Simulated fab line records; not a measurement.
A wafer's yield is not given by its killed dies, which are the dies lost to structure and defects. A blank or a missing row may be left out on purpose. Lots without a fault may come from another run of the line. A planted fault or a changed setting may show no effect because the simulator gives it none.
fab line records	flow gf180mcu	part 1 of 2: steps 1 to 26 of 38
record: lots: 5	wafers: 15	lastDay: 34
route steps=602 shown V4@484 MIM@503
lots that met no fault: taken from a fault-free run of the same line
startH: hours from the record's first day to the start of the lot's first wafer shown	waitH: time in hours since the lot's previous step	" same as the row above	L1.1+2: one row covering several wafers at once	- no value present, or no start provided	* or withheld: withheld	< > ~ a bound
route shown NAME@n: NAME is a module with steps in the file, n the number in the route of the first one	usual: mean and standard deviation over wafers with no fault	same: alike in all rows	chamber/n: place in a boat	sites: each site's reading	_std_site: their standard deviation	_edge_site: the outer-site mean with the inner-site mean subtracted	radiusMm: for every site, how far away it sits from the centre of the wafer	mask NAME#n: copy n	behind: the most recent tool/chamber to have shaped the wafer	hold: what put the lot on hold/how long, in hours/how the hold closed	device: the n, p or np transistor that did not switch	end of line: the tests these same wafers got at the end of their route	a step given without rows: its recipe and nothing more	killed: the dies lost at the first sort to structure and to defects; this is not the yield of the wafer	map: dies across one wafer; x = killed, . = not, _ = none there
set.NAME: the setting that was run; set.NAME@STEP: the one run at that earlier step	model.NAME: the simulator's own value behind a step, which no gauge read
a table for each step, a row for each wafer; lots at some steps of the route
services: when a tool's chamber went out of use (startH, in hours from the record's first day, below 0 if earlier), for how many hours, and the reason
== steps ==
step: GF_V4_COAT_08
recipe: resist: BARC	tempC: withheld	timeS: withheld	spinRpm: withheld	resistThkNm: withheld
lot.wafer	tool	chamber	startH	waitH
L076.2+3+4	lithoTrack-02	0	568.78	0.1
L082.3+4+5	lithoTrack-02	0	618.25	0.1
L088.2+3+6	lithoTrack-01	0	676.23	0.1
L093.1+3+4	lithoTrack-02	0	693.40	0.1
L096.1+4+5	lithoTrack-03	0	721.64	0.1
step: GF_V4_COAT_09
recipe: resist: KrF	spinRpm: withheld	resistThkNm: 1000
lot.wafer	tool	chamber	startH	waitH
L076.2+3+4	lithoTrack-02	0	-	-
L082.3+4+5	lithoTrack-02	0	-	-
L088.2+3+6	lithoTrack-01	0	-	-
L093.1+3+4	lithoTrack-02	0	-	-
L096.1+4+5	lithoTrack-03	0	-	-
step: GF_V4_SOFTBAKE_10
recipe: tempC: 130	timeS: 60	resist: KrF
lot.wafer	tool	chamber	startH	waitH
L076.2+3+4	lithoTrack-02	0	-	-
L082.3+4+5	lithoTrack-02	0	-	-
L088.2+3+6	lithoTrack-01	0	-	-
L093.1+3+4	lithoTrack-02	0	-	-
L096.1+4+5	lithoTrack-03	0	-	-
step: GF_V4_EXPOSE_11
recipe: maskId: Via4	targetCdNm: 260	na: 0.68	sourceShape: conventional	sigmaOuter: 0.6	doseMj: 38
usual: reticleTempC: 22.99/0.085
lot.wafer	tool	chamber	startH	waitH	mask	reticleTempC
L076.2	krfScanner-01	0	-	-	Via4#0	23.05
L076.3	"	0	"	"	Via4#0	23.10
L076.4	"	0	"	"	Via4#0	23.11
L082.3	krfScanner-02	0	-	-	Via4#0	22.95
L082.4	"	0	"	"	Via4#0	22.97
L082.5	"	0	"	"	Via4#0	23.07
L088.2	krfScanner-01	0	-	-	Via4#0	23.06
L088.3	"	0	"	"	Via4#0	22.99
L088.6	"	0	"	"	Via4#0	23.05
L093.1	krfScanner-01	0	-	-	Via4#0	22.95
L093.3	"	0	"	"	Via4#0	23.05
L093.4	"	0	"	"	Via4#0	22.98
L096.1	krfScanner-02	0	-	-	Via4#0	22.95
L096.4	"	0	"	"	Via4#0	22.99
L096.5	"	0	"	"	Via4#0	22.88
step: GF_V4_PEB_12
recipe: pebTempC: 135	pebTimeS: 90	resist: KrF
lot.wafer	tool	chamber	startH	waitH
L076.2+3+4	lithoTrack-02	0	-	-
L082.3+4+5	lithoTrack-01	0	-	-
L088.2+3+6	lithoTrack-03	0	-	-
L093.1+3+4	lithoTrack-02	0	-	-
L096.1+4+5	lithoTrack-02	0	-	-
step: GF_V4_DEVELOP_13
recipe: developTimeS: 60	resist: KrF	devTempC: 21
lot.wafer	tool	chamber	startH	waitH
L076.2+3+4	lithoTrack-02	0	579.33	0.2
L082.3+4+5	lithoTrack-01	0	628.35	0.1
L088.2+3+6	lithoTrack-03	0	686.17	0.2
L093.1+3+4	lithoTrack-02	0	702.40	0.2
L096.1+4+5	lithoTrack-02	0	730.30	0.2
step: GF_V4_CD_MEAS_14
recipe: targetCdNm: 260
usual: cdNm: 260.0/1.3
lot.wafer	tool	chamber	startH	waitH	cdNm
L076.2	cdSem-02	-	579.48	0.1	257.0
L076.3	"	-	"	"	259.1
L076.4	"	-	"	"	258.7
L082.3	cdSem-01	-	628.49	0.1	261.8
L082.4	"	-	"	"	263.2
L082.5	"	-	"	"	262.3
L088.2	cdSem-02	-	686.31	0.1	261.2
L088.3	"	-	"	"	261.0
L088.6	"	-	"	"	261.6
L093.1	cdSem-01	-	702.55	0.1	260.1
L093.3	"	-	"	"	257.8
L093.4	"	-	"	"	258.4
L096.1	cdSem-02	-	730.62	0.3	260.2
L096.4	"	-	"	"	259.0
L096.5	"	-	"	"	258.9
step: GF_V4_OVL_MEAS_15
usual: V4_OVL: 1/4.9
lot.wafer	tool	chamber	startH	waitH	V4_OVL[nm]
L076.2	overlay-01	-	579.58	0.1	4
L076.3	"	-	"	"	2
L076.4	"	-	"	"	1
L082.3	overlay-02	-	628.58	0.1	1
L082.4	"	-	"	"	5
L082.5	"	-	"	"	1
L088.2	overlay-02	-	686.42	0.1	-4
L088.3	"	-	"	"	-3
L088.6	"	-	"	"	-2
L093.1	overlay-01	-	702.67	0.1	3
L093.3	"	-	"	"	-1
L093.4	"	-	"	"	-1
L096.1	overlay-01	-	730.74	0.1	4
L096.4	"	-	"	"	-5
L096.5	"	-	"	"	6
step: GF_V4_ETCH_16
recipe: chemistry: N2/H2	targetDepthA: withheld	overetchA: withheld	timeS: withheld	target: BARC	ionEnergyEv: 200	sourceW: 500	biasW: 100	pressureMtorr: 30	n2FlowSccm: 100	h2FlowSccm: 200
usual: drypumpMotorCurrentA: 5.6/0.52	oesProductAu: 0.854/0.0048	rfFwdPowerW: 495.4/1.7	throttleValvePct: 13.225/0.0094
lot.wafer	tool	chamber	startH	waitH	drypumpMotorCurrentA	oesProductAu	rfFwdPowerW	throttleValvePct
L076.2	rieDiel-02	1	579.61	0.0	5.7	0.851	499.6	13.232
L076.3	"	0	"	"	5.8	0.851	494.6	13.213
L076.4	"	3	"	"	4.8	0.855	497.7	13.221
L082.3	rieDiel-02	2	628.61	0.0	5.2	0.856	497.2	13.212
L082.4	"	3	"	"	4.8	0.864	493.4	13.222
L082.5	"	0	"	"	5.8	0.853	494.2	13.233
L088.2	rieDiel-04	1	686.45	0.0	6.0	0.855	493.1	13.228
L088.3	"	0	"	"	5.0	0.858	495.1	13.233
L088.6	"	0	"	"	5.0	0.858	495.6	13.220
L093.1	rieDiel-02	3	702.71	0.0	4.8	0.860	496.2	13.220
L093.3	"	1	"	"	5.7	0.859	496.7	13.228
L093.4	"	0	"	"	5.8	0.851	491.9	13.226
L096.1	rieDiel-03	3	730.78	0.0	5.0	0.855	496.3	13.213
L096.4	"	1	"	"	5.8	0.856	496.2	13.233
L096.5	"	0	"	"	5.8	0.848	495.5	13.214
step: GF_V4_ETCH_17
recipe: chemistry: C4F8/O2/Ar	maskMaterial: KrF	target: SiO2	stopOn: TiN	sourceW: 1500	biasW: 1200	pressureMtorr: 40	c4f8FlowSccm: withheld	O2_flow_sccm: 6	Ar_flow_sccm: 300	timeS: withheld	targetDepthA: 6300
usual: oesProductAu: 0.856/0.0048	rfFwdPowerW: 1493/4.5
lot.wafer	tool	chamber	startH	waitH	oesProductAu	rfFwdPowerW
L076.2	rieDiel-02	1	-	-	0.857	1489
L076.3	"	0	"	"	0.858	1490
L076.4	"	3	"	"	0.855	1496
L082.3	rieDiel-02	2	-	-	0.861	1492
L082.4	"	3	"	"	0.851	1487
L082.5	"	0	"	"	0.854	1496
L088.2	rieDiel-04	1	-	-	0.850	1488
L088.3	"	0	"	"	0.849	1496
L088.6	"	0	"	"	0.849	1498
L093.1	rieDiel-02	3	-	-	0.853	1493
L093.3	"	1	"	"	0.858	1488
L093.4	"	0	"	"	0.855	1490
L096.1	rieDiel-03	3	-	-	0.858	1490
L096.4	"	1	"	"	0.859	1489
L096.5	"	0	"	"	0.847	1491
step: GF_V4_STRIP_18
recipe: chemistry: O2/N2	powerW: 1400	pressureMtorr: 1500	platenTempC: 250	o2FlowSccm: 3000	n2FlowSccm: 300	overashFraction: 0.5
usual: drypumpMotorCurrentA: 5.8/0.31	heaterPowerW: 315/23	oesProductAu: 0.593/0.0049
lot.wafer	tool	chamber	startH	waitH	drypumpMotorCurrentA	heaterPowerW	oesProductAu	rfHoursCounterH
L076.2	plasmaAsher-04	1	579.74	-	6.4	320	0.586	16
L076.3	"	1	"	"	6.4	319	0.590	-
L076.4	"	0	"	"	5.7	330	0.588	-
L082.3	plasmaAsher-03	0	628.77	-	5.5	313	0.597	-
L082.4	"	1	"	"	5.7	317	0.597	-
L082.5	"	0	"	"	5.5	308	0.588	-
L088.2	plasmaAsher-03	0	686.58	-	5.5	310	0.593	107
L088.3	"	1	"	"	5.7	313	0.595	-
L088.6	"	1	"	"	5.7	320	0.592	-
L093.1	plasmaAsher-04	0	702.84	-	5.7	329	0.590	29
L093.3	"	0	"	"	5.7	312	0.596	-
L093.4	"	1	"	"	6.5	328	0.590	-
L096.1	plasmaAsher-03	1	730.91	-	5.7	318	0.600	113
L096.4	"	1	"	"	5.7	324	0.585	-
L096.5	"	0	"	"	5.5	311	0.595	-
step: GF_V4_STRIP_19
recipe: chemistry: postEtchResidueRemover	timeS: 1200	tempC: 72.5
usual: bathGuardTempC: 72.4/0.51	tempC: 72.53/0.11
lot.wafer	tool	chamber	startH	waitH	bathGuardTempC	tempC
L076.2	wetBench-04	2	579.84	0.1	72.5	72.55
L076.3	"	2	"	"	71.9	72.49
L076.4	"	2	"	"	72.1	72.64
L082.3	wetBench-04	3	628.84	0.0	73.2	72.51
L082.4	"	3	"	"	73.2	72.43
L082.5	"	3	"	"	72.9	72.67
L088.2	wetBench-03	0	686.68	0.1	71.9	72.53
L088.3	"	0	"	"	72.1	72.56
L088.6	"	0	"	"	72.0	72.37
L093.1	wetBench-03	2	702.94	0.1	72.0	72.70
L093.3	"	2	"	"	71.5	72.50
L093.4	"	2	"	"	71.6	72.64
L096.1	wetBench-03	1	731.01	0.1	73.2	72.60
L096.4	"	1	"	"	73.4	72.44
L096.5	"	1	"	"	73.4	72.37
step: GF_V4_CLEAN_20
recipe: chemistry: DIW	dry: n2Spin
lot.wafer	tool	chamber	startH	waitH
L076.2+3+4	wetBench-02	3	580.18	0.0
L082.3+4+5	wetBench-03	1	629.18	0.0
L088.2+3+6	wetBench-04	2	687.02	0.0
L093.1+3+4	wetBench-02	3	703.28	0.0
L096.1+4+5	wetBench-02	1	731.35	0.0
step: GF_V4_SPUTTER_21
recipe: material: Ti	targetThkNm: 15	chamberPressurePa: 5	powerW: 2500	substrateTempC: 200	timeS: 81.17
usual: throttleValvePct: 30.5/0.94
lot.wafer	tool	chamber	startH	waitH	throttleValvePct
L076.2	pvdSputter-03	-	580.27	0.0	30.7
L076.3	"	-	"	"	29.4
L076.4	"	-	"	"	30.5
L082.3	pvdSputter-01	-	629.28	0.0	33.2
L082.4	"	-	"	"	31.2
L082.5	"	-	"	"	32.8
L088.2	pvdSputter-03	-	687.11	0.0	30.5
L088.3	"	-	"	"	29.4
L088.6	"	-	"	"	29.6
L093.1	pvdSputter-01	-	703.37	0.0	29.9
L093.3	"	-	"	"	33.2
L093.4	"	-	"	"	31.1
L096.1	pvdSputter-03	-	731.45	0.0	29.4
L096.4	"	-	"	"	30.3
L096.5	"	-	"	"	30.7
step: GF_V4_SPUTTER_22
recipe: material: TiN	targetThkNm: 10	chamberPressurePa: 5	powerW: 4000	timeS: 40
usual: throttleValvePct: 30.5/0.92
lot.wafer	tool	chamber	startH	waitH	throttleValvePct
L076.2	pvdSputter-03	-	580.33	0.0	30.5
L076.3	"	-	"	"	29.6
L076.4	"	-	"	"	30.5
L082.3	pvdSputter-01	-	629.34	0.0	33.2
L082.4	"	-	"	"	31.5
L082.5	"	-	"	"	33.0
L088.2	pvdSputter-03	-	687.17	0.0	30.3
L088.3	"	-	"	"	29.4
L088.6	"	-	"	"	29.4
L093.1	pvdSputter-01	-	703.43	0.0	29.8
L093.3	"	-	"	"	33.0
L093.4	"	-	"	"	31.3
L096.1	pvdSputter-03	-	731.51	0.0	29.4
L096.4	"	-	"	"	30.4
L096.5	"	-	"	"	30.3
step: GF_V4_CVD_23
recipe: material: W	targetThkNm: 350	timeS: 104.9	tempC: 400	pressureTorr: 40
usual: heaterPowerW: 899/63	susceptorTempC: 399.99/0.21
lot.wafer	tool	chamber	startH	waitH	heaterPowerW	susceptorTempC
L076.2	cvdW-01	0	580.37	0.0	844	399.88
L076.3	"	0	"	"	806	399.94
L076.4	"	1	"	"	982	400.30
L082.3	cvdW-01	0	629.42	0.1	821	399.85
L082.4	"	1	"	"	957	399.77
L082.5	"	0	"	"	816	399.77
L088.2	cvdW-01	1	687.21	0.0	969	399.99
L088.3	"	1	"	"	983	400.00
L088.6	"	1	"	"	976	399.72
L093.1	cvdW-02	1	703.47	0.0	940	400.42
L093.3	"	1	"	"	967	400.18
L093.4	"	0	"	"	892	400.00
L096.1	cvdW-01	0	731.55	0.0	834	400.12
L096.4	"	0	"	"	835	400.24
L096.5	"	0	"	"	840	399.80
step: GF_V4_RS_MEAS_24
recipe: thkMeasGauge: four-point-probe	reads: W_of_V4_CVD_23+TiN_of_V4_SPUTTER_22+Ti_of_V4_SPUTTER_21
usual: V4_W_RS: 0.327/0.0058
lot.wafer	tool	chamber	startH	waitH	V4_W_RS[ohm/sq]
L076.2	filmMetro-04	-	580.51	0.1	0.323
L076.3	"	-	"	"	0.331
L076.4	"	-	"	"	0.326
L082.3	filmMetro-04	-	629.53	0.1	0.325
L082.4	"	-	"	"	0.326
L082.5	"	-	"	"	0.325
L088.2	filmMetro-04	-	687.35	0.1	0.334
L088.3	"	-	"	"	0.332
L088.6	"	-	"	"	0.332
L093.1	filmMetro-01	-	703.58	0.1	0.319
L093.3	"	-	"	"	0.317
L093.4	"	-	"	"	0.331
L096.1	filmMetro-04	-	731.66	0.1	0.334
L096.4	"	-	"	"	0.336
L096.5	"	-	"	"	0.337
step: GF_V4_THK_MEAS_25
recipe: thkMeasGauge: xrf	reads: W_of_V4_CVD_23
usual: V4_W_THK: 349/7.2
lot.wafer	tool	chamber	startH	waitH	V4_W_THK[nm]
L076.2	filmMetro-04	-	580.62	0.1	354
L076.3	"	-	"	"	344
L076.4	"	-	"	"	350
L082.3	filmMetro-04	-	629.63	0.1	351
L082.4	"	-	"	"	352
L082.5	"	-	"	"	355
L088.2	filmMetro-04	-	687.46	0.1	346
L088.3	"	-	"	"	348
L088.6	"	-	"	"	346
L093.1	filmMetro-01	-	703.70	0.1	359
L093.3	"	-	"	"	360
L093.4	"	-	"	"	343
L096.1	filmMetro-04	-	731.78	0.1	344
L096.4	"	-	"	"	341
L096.5	"	-	"	"	341
step: GF_V4_CMP_26
recipe: stopOn: SiO2	downForcePsi: 3.5	platenRpm: 60	tOverpolishS: 15	targetThkNm: 0	padVelocityMS: 0.94248
usual: motorCurrentA: 11.0/1	overpolishRunS: 14.999/0.0091	retainingRingPressureFrac: 1.000/0.0047	slurryFilterDpKPa: 13.51/0.13	slurryFlowMlMin: 150.0/0.44	timeToEndpointS: 85/3.4
lot.wafer	tool	chamber	startH	waitH	motorCurrentA	overpolishRunS	retainingRingPressureFrac	slurryFilterDpKPa	slurryFlowMlMin	timeToEndpointS
L076.4	cmp-02	0	580.67	0.0	10.8	15.007	0.998	13.66	148.9	85
L076.3	"	2	"	"	9.9	14.994	1.001	13.67	149.6	81
L076.2	"	3	"	"	11.5	15.008	1.000	13.73	150.8	85
L082.4	cmp-02	0	629.67	0.0	10.8	15.002	0.995	13.44	149.8	86
L082.3	"	2	"	"	9.8	14.995	0.999	13.47	150.7	87
L082.5	"	0	"	"	11.3	15.007	0.993	13.45	149.9	86
L088.3	cmp-01	2	687.51	0.0	9.3	15.000	0.999	13.42	150.8	81
L088.2	"	1	"	"	9.5	14.999	0.999	13.20	149.3	84
L088.6	"	3	"	"	12.0	15.007	1.005	13.50	149.8	81
L093.1	cmp-01	1	703.81	0.1	10.1	14.997	0.998	13.51	149.8	89
L093.3	"	2	"	"	9.4	14.993	0.995	13.75	149.9	87
L093.4	"	3	"	"	12.4	15.003	0.981	13.91	148.5	82
L096.1	cmp-01	3	731.94	0.1	11.9	14.990	1.001	13.44	149.3	80
L096.4	"	0	"	"	12.6	15.002	1.005	13.47	150.1	81
L096.5	"	2	"	"	9.4	15.001	0.999	13.65	150.2	83
step: GF_MIM_SPUTTER_00
recipe: material: Ti	targetThkNm: 37.5	arrivingIonEnergyEv: 80	substrateTempC: 200	chamberPressurePa: 2	powerW: 4000	timeS: 150
usual: throttleValvePct: 30.4/0.57
lot.wafer	tool	chamber	startH	waitH	throttleValvePct
L076.2	pvdSputter-04	-	580.97	0.1	29.6
L076.3	"	-	"	"	31.3
L076.4	"	-	"	"	30.9
L082.3	pvdSputter-02	-	629.97	0.1	30.4
L082.4	"	-	"	"	31.2
L082.5	"	-	"	"	30.2
L088.2	pvdSputter-02	-	687.81	0.1	30.1
L088.3	"	-	"	"	30.5
L088.6	"	-	"	"	30.1
L093.1	pvdSputter-03	-	704.06	0.2	29.6
L093.3	"	-	"	"	30.2
L093.4	"	-	"	"	30.4
L096.1	pvdSputter-04	-	732.14	0.1	31.3
L096.4	"	-	"	"	30.9
L096.5	"	-	"	"	31.1
step: GF_MIM_SPUTTER_01
recipe: material: TiN	targetThkNm: 30	powerW: 6500	timeS: 25	chamberPressurePa: 0.4
usual: throttleValvePct: 30.4/0.57
lot.wafer	tool	chamber	startH	waitH	throttleValvePct
L076.2	pvdSputter-04	-	581.07	0.1	29.7
L076.3	"	-	"	"	31.3
L076.4	"	-	"	"	30.8
L082.3	pvdSputter-02	-	630.07	0.1	30.2
L082.4	"	-	"	"	31.5
L082.5	"	-	"	"	30.1
L088.2	pvdSputter-02	-	687.91	0.1	30.1
L088.3	"	-	"	"	30.3
L088.6	"	-	"	"	30.0
L093.1	pvdSputter-03	-	704.16	0.1	29.7
L093.3	"	-	"	"	30.2
L093.4	"	-	"	"	30.6
L096.1	pvdSputter-04	-	732.24	0.1	31.3
L096.4	"	-	"	"	31.1
L096.5	"	-	"	"	31.2
step: GF_MIM_SPUTTER_02
recipe: material: AlCu	targetThkNm: 450	powerW: 10600	timeS: 23.9	chamberPressurePa: 0.4
usual: throttleValvePct: 30.4/0.56
lot.wafer	tool	chamber	startH	waitH	throttleValvePct
L076.2	pvdSputter-04	-	581.10	0.0	29.6
L076.3	"	-	"	"	31.2
L076.4	"	-	"	"	31.0
L082.3	pvdSputter-02	-	630.10	0.0	29.9
L082.4	"	-	"	"	31.4
L082.5	"	-	"	"	30.0
L088.2	pvdSputter-02	-	687.94	0.0	29.9
L088.3	"	-	"	"	30.6
L088.6	"	-	"	"	30.0
L093.1	pvdSputter-03	-	704.20	0.0	29.3
L093.3	"	-	"	"	30.1
L093.4	"	-	"	"	30.7
L096.1	pvdSputter-04	-	732.27	0.0	31.3
L096.4	"	-	"	"	30.9
L096.5	"	-	"	"	30.8
step: GF_MIM_SPUTTER_03
recipe: material: Ti	targetThkNm: 10	substrateTempC: 300	chamberPressurePa: 0.3	powerW: 3000	timeS: 6.7
usual: throttleValvePct: 30.4/0.57
lot.wafer	tool	chamber	startH	waitH	throttleValvePct
L076.2	pvdSputter-04	-	581.13	0.0	30.0
L076.3	"	-	"	"	31.1
L076.4	"	-	"	"	31.0
L082.3	pvdSputter-02	-	630.13	0.0	29.8
L082.4	"	-	"	"	31.0
L082.5	"	-	"	"	30.3
L088.2	pvdSputter-02	-	687.97	0.0	30.0
L088.3	"	-	"	"	30.5
L088.6	"	-	"	"	30.0
L093.1	pvdSputter-03	-	704.23	0.0	29.5
L093.3	"	-	"	"	29.9
L093.4	"	-	"	"	30.5
L096.1	pvdSputter-04	-	732.30	0.0	31.3
L096.4	"	-	"	"	31.2
L096.5	"	-	"	"	31.3
step: GF_MIM_SPUTTER_04
recipe: material: TiN	targetThkNm: 50	powerW: 6500	timeS: 41.7	chamberPressurePa: 0.4
usual: throttleValvePct: 30.4/0.57
lot.wafer	tool	chamber	startH	waitH	throttleValvePct
L076.2	pvdSputter-04	-	581.15	0.0	29.8
L076.3	"	-	"	"	31.1
L076.4	"	-	"	"	31.2
L082.3	pvdSputter-02	-	630.15	0.0	30.2
L082.4	"	-	"	"	31.2
L082.5	"	-	"	"	30.1
L088.2	pvdSputter-02	-	687.99	0.0	30.2
L088.3	"	-	"	"	30.4
L088.6	"	-	"	"	30.3
L093.1	pvdSputter-03	-	704.25	0.0	29.5
L093.3	"	-	"	"	29.8
L093.4	"	-	"	"	30.4
L096.1	pvdSputter-04	-	732.32	0.0	31.6
L096.4	"	-	"	"	31.0
L096.5	"	-	"	"	31.0
step: GF_MIM_CVD_05
recipe: material: Si3N4	targetThkNm: 42	tempMaxC: 400	tempC: 385	timeS: 29.086	rfW: 450
usual: heaterPowerW: 646/56	rfFwdPowerW: 444.4/2.1	susceptorTempC: 385.01/0.21
lot.wafer	tool	chamber	startH	waitH	heaterPowerW	rfFwdPowerW	susceptorTempC
L076.2	pecvd-01	2	581.19	0.0	683	445.2	385.03
L076.3	"	1	"	"	572	444.2	385.00
L076.4	"	0	"	"	672	445.6	384.92
L082.3	pecvd-04	0	630.21	0.0	680	444.7	385.12
L082.4	"	1	"	"	711	442.6	385.36
L082.5	"	1	"	"	720	443.3	384.89
L088.2	pecvd-04	1	688.03	0.0	708	445.6	385.13
L088.3	"	0	"	"	608	447.6	384.99
L088.6	"	2	"	"	640	448.1	384.96
L093.1	pecvd-04	2	704.29	0.0	605	445.6	384.96
L093.3	"	1	"	"	647	445.9	385.14
L093.4	"	0	"	"	693	444.2	384.99
L096.1	pecvd-03	0	732.36	0.0	635	446.1	385.02
L096.4	"	1	"	"	583	445.8	384.90
L096.5	"	2	"	"	760	441.4	384.72
step: GF_MIM_THK_MEAS_06
recipe: reads: Si3N4_of_MIM_CVD_05
usual: MIM_CVD_05_THK: 41.9/0.51
lot.wafer	tool	chamber	startH	waitH	MIM_CVD_05_THK[nm]
L076.2	filmMetro-04	-	581.24	0.0	41.2
L076.3	"	-	"	"	41.9
L076.4	"	-	"	"	41.8
L082.3	filmMetro-04	-	630.26	0.0	41.7
L082.4	"	-	"	"	41.8
L082.5	"	-	"	"	41.8
L088.2	filmMetro-04	-	688.07	0.0	42.2
L088.3	"	-	"	"	42.0
L088.6	"	-	"	"	42.9
L093.1	filmMetro-03	-	704.32	0.0	42.2
L093.3	"	-	"	"	42.1
L093.4	"	-	"	"	42.6
L096.1	filmMetro-03	-	732.40	0.0	41.5
L096.4	"	-	"	"	42.3
L096.5	"	-	"	"	42.1
